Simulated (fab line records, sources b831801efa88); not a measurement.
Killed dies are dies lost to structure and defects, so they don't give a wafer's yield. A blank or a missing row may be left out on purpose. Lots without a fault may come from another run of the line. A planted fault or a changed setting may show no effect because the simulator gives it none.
Problem report in the 8D (eight disciplines) form, filled by code | flow sky130 | the parts of the form that need people (team, actions taken, sign-off) are left out

1. THE PROBLEM
bias_w at SKY_VIA2_ETCH_14 reads a mean of 97.20 W on 6 wafers of 2 lots; wafers without a fault read 100.03 W with a standard deviation of 0.3. That is -9.4 standard deviations from the usual mean.
The step: etches BARC in N2/H2, stops on SiO2, time 45.9 s, target depth 60 nm.
First seen on wafer L910.1, day 42 01:52, on rie_diel-03. The record holds 33 wafers of 11 lots with a number at this step. Rule for "out", or "out of limits": more than 4 standard deviations from the usual mean. The other wafers with a number count as sound.

2. WHAT IT IS AND WHAT IT IS NOT
question                    | is                     | is not
which readings at this step | bias_w                 | oes_product_au, throttle_valve_pct
which lots                  | L910, L911             | L892, L896, L898, L899, L900, L901, L902, L905, L908
which wafers of those lots  | all that have a number | -
read on which tools         | rie_diel-03            | rie_diel-01, rie_diel-04
when                        | from day 42 01:52      | up to then (27 sound wafers)

3. SUSPECTS, AND WHAT RULES EACH OUT
Counting: a tool at a process step up to the reading stays a suspect if it ran every lot that is out and no sound lot after the first of them.
- rie_diel-03 at SKY_VIA2_ETCH_14 (etches BARC in N2/H2, stops on SiO2, time 45.9 s, target depth 60 nm): kept. It ran every lot that is out, first L910 (day 42 01:52), and no sound lot after that; its last sound lot up to then is L908 (day 41 18:13). Its own readings are out on those wafers: bias_w.
Left after counting: rie_diel-03 at SKY_VIA2_ETCH_14.

4. THE CAUSE (what the simulator had put in)
Process parameter drift: rie_diel-03, from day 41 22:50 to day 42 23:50, at SKY_VIA2_ETCH_14. Setting bias_w, moved by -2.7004, from 100. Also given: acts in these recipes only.
Counting left only this tool.

5. THE CHAIN OF EFFECTS, in route order
Each row: a reading whose mean over the struck wafers that have a number lies more than 3 standard deviations from the usual. Only readings for which the record gives a usual standard deviation are gone through. hours: the time from each lot's start at the first step in this table that gives one to its start at this step, as a median over the lots. sigmas: the change in usual standard deviations.
hours | step             | reading | usual    | on struck wafers | change | sigmas
0     | SKY_VIA2_ETCH_14 | bias_w  | 100.03 W | 97.20            | -2.83  | -9.4
The process steps in it:
- SKY_VIA2_ETCH_14: etches BARC in N2/H2, stops on SiO2, time 45.9 s, target depth 60 nm.

6. WHAT WOULD HAVE CAUGHT IT SOONER
In this record the first reading out of limits was taken at day 42 01:52, 3 hours after the fault began at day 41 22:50.
